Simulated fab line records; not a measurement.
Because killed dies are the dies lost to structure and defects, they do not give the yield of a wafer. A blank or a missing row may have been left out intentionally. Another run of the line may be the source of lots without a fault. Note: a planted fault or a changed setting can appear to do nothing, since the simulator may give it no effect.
Which tool is to blame? ; flow sky130 ; 14 lots, 42 wafers sampled, at 4 steps of a route of 708

== WHAT EACH GAUGE READ, for each wafer ==
SKY_POLY_GATE_CD_MEAS_13: target cd 150 nm.
lot;measured;on;cd_nm (nm)
L875;day 16 20:34;cd_sem-01;147.8 148.7 147.3
L877;day 17 10:50;cd_sem-01;150.5 151.2 148.6
L876;day 17 11:10;cd_sem-02;152.5 151.5 151.2
L878;day 18 02:11;cd_sem-02;150.6 149.4 150.2
L879;day 18 11:50;cd_sem-02;149.4 148.9 149.2
L880;day 18 17:07;cd_sem-02;149.0 148.9 149.4
L883;day 19 15:51;cd_sem-01;150.7 150.5 150.8
L885;day 20 19:30;cd_sem-02;148.5 149.7 149.9
L886;day 21 02:13;cd_sem-02;148.9 148.6 149.1
L888;day 21 11:53;cd_sem-01;149.5 151.1 150.5
L889;day 21 18:44;cd_sem-02;145.5 145.4 145.8
L891;day 22 09:55;cd_sem-01;148.9 149.2 148.9
L892;day 23 00:02;cd_sem-01;149.3 150.6 149.1
L896;day 24 02:05;cd_sem-01;150.2 150.5 151.1

SKY_LDD_N_OVL_MEAS_07.
lot;measured;on;LDD_N_OVL (nm)
L875;day 18 03:04;overlay-01;-2.4 -1.1 -2.5
L877;day 18 20:13;overlay-02;-2.1 -2.5 -0.3
L876;day 18 20:31;overlay-01;0.5 -0.2 1.8
L878;day 19 13:52;overlay-02;-1.5 -1.2 -0.8
L879;day 19 21:40;overlay-02;-3.0 -2.3 -1.5
L880;day 20 02:28;overlay-02;0.8 0.5 -0.5
L883;day 21 00:14;overlay-01;-2.6 -0.6 -3.1
L885;day 22 03:25;overlay-01;1.1 0.3 0.2
L886;day 22 09:43;overlay-01;1.7 0.2 0.5
L888;day 22 19:58;overlay-02;-1.7 -2.7 -2.4
L889;day 23 02:40;overlay-02;-2.4 -1.7 -2.1
L891;day 23 17:22;overlay-02;2.4 1.7 1.3
L892;day 24 07:46;overlay-02;-2.5 -1.0 -0.9
L896;day 25 08:44;overlay-02;-0.4 1.2 -1.4

SKY_SPACER_THK_MEAS_01.
lot;measured;on;SPACER_CVD_00_THK (nm)
L875;day 23 08:24;film_metro-01;43.0 43.2 43.8
L877;day 24 01:18;film_metro-01;43.5 43.5 43.6
L876;day 24 02:31;film_metro-02;43.3 43.6 43.6
L878;day 24 19:14;film_metro-02;43.0 42.9 42.8
L879;day 25 04:24;film_metro-04;43.8 44.0 43.9
L880;day 25 06:58;film_metro-04;42.7 43.1 42.5
L883;day 26 04:41;film_metro-01;43.0 43.6 42.9
L885;day 27 05:04;film_metro-04;43.0 43.0 43.0
L886;day 27 12:15;film_metro-02;43.2 44.1 43.8
L888;day 27 22:12;film_metro-01;43.6 43.4 42.9
L889;day 28 02:59;film_metro-02;43.8 43.0 43.4
L891;day 28 18:22;film_metro-01;43.3 43.1 43.1
L892;day 29 07:05;film_metro-04;42.8 42.8 43.1
L896;day 30 09:51;film_metro-01;43.8 43.9 43.7

== WHICH TOOL RAN EACH LOT (tool, then ch and the chambers of the sampled wafers, then the start) ==
lot;SKY_LDD_HVP_EXPOSE_04
L875;iline_stepper-02 ch 0, day 21 08:46
L877;iline_stepper-02 ch 0, day 22 02:32
L876;iline_stepper-02 ch 0, day 22 02:46
L878;iline_stepper-02 ch 0, day 22 20:34
L879;iline_stepper-02 ch 0, day 23 03:40
L880;iline_stepper-01 ch 0, day 23 08:23
L883;iline_stepper-02 ch 0, day 24 05:45
L885;iline_stepper-02 ch 0, day 25 07:32
L886;iline_stepper-02 ch 0, day 25 14:18
L888;iline_stepper-02 ch 0, day 26 00:19
L889;iline_stepper-02 ch 0, day 26 05:59
L891;iline_stepper-01, day 26 20:59
L892;iline_stepper-02, day 27 10:14
L896;iline_stepper-01 ch 0, day 28 11:38
- SKY_LDD_HVP_EXPOSE_04: exposes mask HVPTM, target cd 700 nm.

== WHAT THE TOOLS THEMSELVES READ (means of the sampled wafers that have a number; where no wafer has one, the mark that the record gives instead) ==
SKY_LDD_HVP_EXPOSE_04.
lot;tool;exposure_dose_mJ_cm2;focus_offset_nm (nm);stage_vel_mm_s (mm/s)
L875;iline_stepper-02;86.01;-0.2;499.95
L877;iline_stepper-02;86.02;0.1;499.77
L876;iline_stepper-02;86.05;0.4;500.04
L878;iline_stepper-02;86.03;0.6;499.91
L879;iline_stepper-02;86.01;0.1;500.15
L880;iline_stepper-01;86.09;0.1;500.05
L883;iline_stepper-02;85.96;-0.7;499.99
L885;iline_stepper-02;86.01;-0.3;499.88
L886;iline_stepper-02;85.90;0.4;500.31
L888;iline_stepper-02;86.00;0.1;499.83
L889;iline_stepper-02;85.94;-0.3;499.83
L891;iline_stepper-01;-;-;-
L892;iline_stepper-02;-;-;-
L896;iline_stepper-01;85.94;0.1;500.01

== THE ANSWER, worked out from the rows above alone ==
Rule: the usual values come from the lots themselves. The widest of any qualifying gaps counts: lots, ordered by their means at a reading, are off when they make up no more than a third of the lots, leave a main group of 4 or more, and stand apart from it by 3 or more times the standard deviation of that group's means. Not used: any main group whose means are identical at the precision the tables above print for the reading. A lot without any number at a reading at which 4 lots or more have one is off too. Where the step has rows for the other lots, those lots are counted as sound. First the gauges in route order, then the tools' own readings, where a lot's mean is used as printed above. At the first step where some lot is off, the reading lying furthest off is the one used; lots without a number count as furthest.
Off, at SKY_LDD_HVP_EXPOSE_04 on exposure_dose_mJ_cm2: L891, L892. Without a number there: L891, L892. The main group has a mean of 86.00 with a standard deviation of 0.051.
If a tool, at that step or one of the process steps before it, ran each lot that is off and ran no sound lot following the first of them, it fits. Not one of the candidates tried fits.

== WHAT THE SIMULATOR HAD INSERTED ==
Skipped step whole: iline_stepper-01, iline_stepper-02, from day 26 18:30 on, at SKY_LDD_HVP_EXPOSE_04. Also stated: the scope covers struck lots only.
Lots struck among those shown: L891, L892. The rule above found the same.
